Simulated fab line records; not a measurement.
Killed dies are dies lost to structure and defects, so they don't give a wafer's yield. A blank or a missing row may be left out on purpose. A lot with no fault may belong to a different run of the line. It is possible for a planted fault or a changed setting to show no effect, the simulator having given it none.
Which of the tools did it? :: flow sky130 :: 35 wafers from 12 lots sampled at 3 of the route's 708 steps

WHAT THE GAUGES READ, wafer by wafer
SKY_SONOS_ONO_CD_MEAS_13 targets a cd of 410 nm. Usual: cdNm 409.7 nm, standard deviation 2.1.
lot: L149
measured: day 12 21:37
on: cdSem-02
cdNm (nm): 411.4 411.9 411.4
flag: 

lot: L151
measured: day 13 15:06
on: cdSem-01
cdNm (nm): 411.7 410.9 412.9
flag: 

lot: L153
measured: day 14 16:23
on: cdSem-02
cdNm (nm): 407.6 407.7 408.9
flag: 

lot: L154
measured: day 14 16:40
on: cdSem-01
cdNm (nm): 411.2 410.7 411.3
flag: 

lot: L155
measured: day 14 22:07
on: cdSem-01
cdNm (nm): 409.7 408.4 408.5
flag: 

lot: L156
measured: day 15 04:52
on: cdSem-01
cdNm (nm): 412.7 412.5 410.7
flag: 

lot: L157
measured: day 15 17:37
on: cdSem-01
cdNm (nm): 408.4 411.4 409.7
flag: 

lot: L158
measured: day 15 21:34
on: cdSem-02
cdNm (nm): 407.6 408.9 407.6
flag: 

lot: L159
measured: day 16 10:35
on: cdSem-02
cdNm (nm): 408.3 407.1 407.8
flag: 

lot: L160
measured: day 16 15:53
on: cdSem-02
cdNm (nm): 411.4 412.2 412.1
flag: 

lot: L161
measured: day 16 22:03
on: cdSem-01
cdNm (nm): 410.1 407.8 406.2
flag: 

lot: L169
measured: day 20 00:22
on: cdSem-02
cdNm (nm): 413.5 414.1
flag: 

SKY_LDD_HVN_OVL_MEAS_07. Usual: LDD_HVN_OVL gives 0.1 nm (standard deviation 1.3).
lot: L149
measured: day 20 18:28
on: overlay-02
LDD_HVN_OVL (nm): 0.1 0.9 0.9
flag: 

lot: L151
measured: day 21 11:07
on: overlay-02
LDD_HVN_OVL (nm): 1.4 2.9 -0.4
flag: 

lot: L153
measured: day 22 14:36
on: overlay-02
LDD_HVN_OVL (nm): 0.5 -0.3 1.1
flag: 

lot: L154
measured: day 22 17:06
on: overlay-02
LDD_HVN_OVL (nm): -0.7 -0.2 -0.6
flag: 

lot: L155
measured: day 22 22:29
on: overlay-01
LDD_HVN_OVL (nm): -0.4 -0.2 -1.5
flag: 

lot: L156
measured: day 23 05:58
on: overlay-01
LDD_HVN_OVL (nm): -0.3 -0.6 -1.3
flag: 

lot: L157
measured: day 23 18:32
on: overlay-01
LDD_HVN_OVL (nm): -0.9 0.2 0.8
flag: 

lot: L158
measured: day 23 21:48
on: overlay-02
LDD_HVN_OVL (nm): 0.0 -0.6 -2.2
flag: 

lot: L159
measured: day 24 11:23
on: overlay-01
LDD_HVN_OVL (nm): -0.2 -1.9 -0.1
flag: 

lot: L160
measured: day 24 16:23
on: overlay-01
LDD_HVN_OVL (nm): -1.7 -1.9 -0.5
flag: 

lot: L161
measured: day 25 04:31
on: overlay-01
LDD_HVN_OVL (nm): 0.2 -3.2 -0.9
flag: 

lot: L169
measured: day 27 21:38
on: overlay-02
LDD_HVN_OVL (nm): 0.8 -0.8
flag: 

SKY_METAL2_OVL_MEAS_16. Usual: METAL2_OVL gives 3 nm (standard deviation 5.5).
lot: L149
measured: day 35 17:48
on: overlay-01
METAL2_OVL (nm): -4 -6 0
flag: 

lot: L151
measured: day 36 03:53
on: overlay-01
METAL2_OVL (nm): -2 2 -1
flag: 

lot: L153
measured: day 37 01:43
on: overlay-01
METAL2_OVL (nm): -1 4 4
flag: 

lot: L154
measured: day 37 06:33
on: overlay-01
METAL2_OVL (nm): -3 -1 -6
flag: 

lot: L155
measured: day 37 12:05
on: overlay-02
METAL2_OVL (nm): -3 2 0
flag: 

lot: L156
measured: day 37 23:16
on: overlay-01
METAL2_OVL (nm): 7 9 2
flag: 

lot: L157
measured: day 38 04:03
on: overlay-01
METAL2_OVL (nm): 6 5 6
flag: 

lot: L158
measured: day 38 06:22
on: overlay-01
METAL2_OVL (nm): 7 0 8
flag: 

lot: L159
measured: day 38 16:28
on: overlay-02
METAL2_OVL (nm): -2 -5 1
flag: 

lot: L160
measured: day 38 20:25
on: overlay-01
METAL2_OVL (nm): -4 6 -8
flag: 

lot: L161
measured: day 39 07:29
on: overlay-01
METAL2_OVL (nm): 6 9 9
flag: 

lot: L169
measured: day 41 15:55
on: overlay-01
METAL2_OVL (nm): 4 2
flag: 

WHAT TOOL EACH LOT RAN ON (gives the tool, then ch and the chambers of the sampled wafers, and finally the start)
Record: no process step prior to these readings.

AS READ BY THE TOOLS THEMSELVES (means over the sampled wafers that have a number; for cases with no such wafer, the mark the record gives instead)
The record holds no such reading with a usual standard deviation.

THE ANSWER, worked out from the rows above alone
Rule: take the mean of a lot's wafers that have a number; if it is more than 3 standard deviations from the usual mean, the lot is off. Also off: a lot with no number at a reading for which 4 or more lots have one. Any other lot the step has rows for is counted as sound. After the gauges, taken in route order, come the tools' own readings; for these a lot's mean is taken, as printed above. The first step at which some lot is off is used, and at that step the reading that is off furthest; a lot without a number counts as furthest.
Across all readings shown, no lot is off: no conclusion can be drawn from this.

WHAT HAD BEEN PUT IN BY THE SIMULATOR
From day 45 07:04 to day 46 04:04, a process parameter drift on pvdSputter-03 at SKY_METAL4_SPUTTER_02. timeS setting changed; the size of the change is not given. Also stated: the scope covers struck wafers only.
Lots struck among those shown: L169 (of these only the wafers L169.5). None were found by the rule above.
